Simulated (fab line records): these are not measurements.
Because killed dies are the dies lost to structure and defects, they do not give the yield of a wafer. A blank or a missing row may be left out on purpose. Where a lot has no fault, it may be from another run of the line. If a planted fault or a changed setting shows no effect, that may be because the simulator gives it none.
Matching of chambers	flow gf180mcu	GF_V3_CVD_02 on pecvd-04: 3 sister chambers
The step deposits SiO2 from TEOS, target thk 850 nm, time 94.851 s. 22 wafers are shown with their chamber, then 11 later ones without.

WAFERS WITH THEIR CHAMBER
wafer	chamber	heater-power-w (W)
L076.1	0	821
L076.2	2	626
L076.3	1	582
L076.4	2	499
L076.5	1	621
L076.6	0	676
L080.1	1	512
L080.3	0	752
L080.4	1	585
L082.1	2	581
L082.2	1	506
L082.3	0	798
L082.4	0	860
L082.5	2	606
L082.6	1	582
L087.3	2	543
L087.4	0	670
L087.6	1	647
L088.1	2	528
L088.2	0	799
L088.3	1	628
L088.4	1	503

SIGNATURES (averages over the wafers above)
reading	chamber 0	chamber 1	chamber 2	scatter within a chamber
heater-power-w	768.00	574.00	563.83	59.6
Rule: distance of a wafer from a chamber = root of the sum over the readings of ((wafer's reading minus chamber's mean) / reading's scatter) squared. The wafer belongs to the nearest chamber; if the next one is less than 2 further off, it can't be placed. The scatter: take each reading less its chamber's mean, square it, sum over the shown wafers, divide by the number of wafers less the number of chambers, and take the root.

WAFERS WITH NO CHAMBER GIVEN
wafer	heater-power-w (W)
L088.5	585
L088.6	828
L093.1	513
L093.2	617
L093.3	680
L093.4	570
L093.5	635
L093.6	753
L097.1	830
L097.3	601
L097.5	641

EACH ONE'S CHAMBER
wafer	from the rows above	in truth
L088.5	can't be placed: 1 or 2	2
L088.6	0	0
L093.1	can't be placed: 2 or 1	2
L093.2	can't be placed: 1 or 2 or 0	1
L093.3	can't be placed: 0 or 1 or 2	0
L093.4	can't be placed: 1 or 2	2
L093.5	can't be placed: 1 or 2 or 0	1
L093.6	0	0
L097.1	0	0
L097.3	can't be placed: 1 or 2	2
L097.5	can't be placed: 1 or 2 or 0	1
Correctly placed: 3 of 11. Unplaceable from these rows: 8, with the true chamber sitting among the candidates in 8. Wrongly placed: 0.
